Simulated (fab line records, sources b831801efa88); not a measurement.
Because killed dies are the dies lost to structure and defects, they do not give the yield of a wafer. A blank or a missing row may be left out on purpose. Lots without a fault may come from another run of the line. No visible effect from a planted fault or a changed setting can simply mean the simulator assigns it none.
Which of the tools did it? :: flow gf180mcu :: 6 lots with 18 wafers sampled at 2 steps, on a route of 602 steps

## WHAT THE GAUGES READ, wafer by wafer
GF_DUAL_GATE_OVL_MEAS_11.
lot: L444
measured: day 8 16:41
on: overlay-02
DUAL_GATE_OVL (nm): -0.1 0.0 0.1

lot: L447
measured: day 9 16:07
on: overlay-01
DUAL_GATE_OVL (nm): 0.4 0.2 -1.4

lot: L452
measured: day 11 12:50
on: overlay-01
DUAL_GATE_OVL (nm): - - -

lot: L459
measured: day 13 14:05
on: overlay-02
DUAL_GATE_OVL (nm): -0.5 -1.7 -1.8

lot: L462
measured: day 14 08:13
on: overlay-01
DUAL_GATE_OVL (nm): 0.2 0.6 1.4

lot: L464
measured: day 14 16:26
on: overlay-02
DUAL_GATE_OVL (nm): -0.8 0.4 1.3

## TOOL THAT RAN EACH LOT (tool first, then ch and the chambers of the sampled wafers, then the start)
lot: L444
GF_DUAL_GATE_EXPOSE_08: iline stepper-02 ch 0, day 8 09:01

lot: L447
GF_DUAL_GATE_EXPOSE_08: iline stepper-01 ch 0, day 9 08:00

lot: L452
GF_DUAL_GATE_EXPOSE_08: iline stepper-01 ch 0, day 11 04:01

lot: L459
GF_DUAL_GATE_EXPOSE_08: iline stepper-02 ch 0, day 13 04:42

lot: L462
GF_DUAL_GATE_EXPOSE_08: iline stepper-01 ch 0, day 13 22:05

lot: L464
GF_DUAL_GATE_EXPOSE_08: iline stepper-02 ch 0, day 14 06:50
- GF_DUAL_GATE_EXPOSE_08: exposes mask Dualgate, target cd 700 nm.

## THE ANSWER, worked out from the rows above alone
Rule: usual is defined by the lots themselves. Put in order of their means at a reading, lots are off if they are a third of the lots or fewer, leave a main group of 4 or more, and stand apart from it by a gap of 3 or more times the standard deviation of the main group's means; of several such gaps the widest counts. The tables above print the reading to a certain number of digits; a main group whose means all agree to those digits is not used. Also off: a lot with no number at a reading for which 4 or more lots have one. Any other lot the step has rows for is counted as sound.
Off: L452, at GF_DUAL_GATE_OVL_MEAS_11 (DUAL_GATE_OVL). Without a number there: L452. For the main group the mean is -0.1 nm and the standard deviation 0.69.
If a tool, at a process step before that reading, ran all the lots that are off and no sound lot after the first of them, it fits. Those tools and the gauges at GF_DUAL_GATE_OVL_MEAS_11 are tried in the same way. None of those tried fits.

## WHAT HAD BEEN PUT IN BY THE SIMULATOR
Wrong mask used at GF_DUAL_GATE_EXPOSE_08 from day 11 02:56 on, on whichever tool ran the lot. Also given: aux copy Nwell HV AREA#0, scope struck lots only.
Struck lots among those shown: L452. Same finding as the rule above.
